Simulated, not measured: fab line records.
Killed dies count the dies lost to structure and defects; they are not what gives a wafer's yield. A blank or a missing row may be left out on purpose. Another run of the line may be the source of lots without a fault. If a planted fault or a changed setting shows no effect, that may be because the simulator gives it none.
One fault seen from 2 desks | flow sfq_line | what lay behind the numbers comes last; until then each desk has only its own

## FROM THE METROLOGY DESK
Lot by lot, what the gauges showed, no matter which tool ran the lot: averages of those sampled wafers that carry a number. Marked OUT: a lot whose mean sits more than 4 standard deviations from the usual mean, which makes it out of limits; the brackets give that distance.
Columns: A = M0_NB_RS at SFQ_M0_RS_MEAS_904, usual 0.891 ohm/sq; B = M0_OVL at SFQ_M0_OVL_MEAS_906, usual 1 nm
lot  | first seen here | A     | B
L740 | day 5 22:26     | 0.883 | -8
L752 | day 8 18:35     | 0.888 | -2
L753 | day 9 01:46     | 0.885 | 1
L754 | day 9 04:10     | 0.887 | 8
L757 | day 9 23:21     | 0.891 | 4
L761 | day 11 02:22    | 0.887 | -1
This desk found nothing out of limits on any of the 6 lots.

## THE TOOL OWNER'S DESK: rie_metal-04
The tool's own readings at SFQ_TRILAYER_M0_ETCH_METAL_ETCH_024 (etches Nb in Cl2/Ar, stops on SiO2, target depth 240 nm, time 120 s): means of the sampled wafers that have a number, for each lot that ran on this tool. Marked OUT: a lot whose mean sits more than 4 standard deviations from the usual mean, which makes it out of limits; the brackets give that distance.
Columns: A = drypump_motor_current_A at SFQ_TRILAYER_M0_ETCH_METAL_ETCH_024, usual 5.6 A; B = oes_product_au at SFQ_TRILAYER_M0_ETCH_METAL_ETCH_024, usual 0.894 a.u.; C = rf_fwd_power_W at SFQ_TRILAYER_M0_ETCH_METAL_ETCH_024, usual 597.4 W
lot  | first seen here | A   | B     | C
L740 | day 7 22:27     | 6.0 | 0.897 | 596.7
L752 | day 11 03:23    | 6.1 | 0.896 | 694.3 (+54) OUT
L754 | day 11 12:59    | 6.1 | 0.894 | 694.7 (+54) OUT
Finding of this desk: L752, L754 out of limits; the first was L752 at day 11 03:23, on rf_fwd_power_W at SFQ_TRILAYER_M0_ETCH_METAL_ETCH_024. Within limits: L740.

## BROUGHT TOGETHER
The tool owner's desk had the chance to raise an alarm at day 11 03:23 on L752, L754.
The metrology desk saw nothing out of limits.
The metrology desk holds a record of L752, L754, inside its limits.
Of the lots named, all ran SFQ_TRILAYER_M0_ETCH_METAL_ETCH_024 on rie_metal-04.

## WHAT WAS PUT IN BY THE SIMULATOR
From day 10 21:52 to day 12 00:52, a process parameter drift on rie_metal-04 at SFQ_TRILAYER_M0_ETCH_METAL_ETCH_024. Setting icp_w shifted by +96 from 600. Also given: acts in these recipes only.
Lots struck among those shown: L752, L754.
Delay in hours, fault start to first out-of-limits reading, by desk: the tool owner's desk at 6.
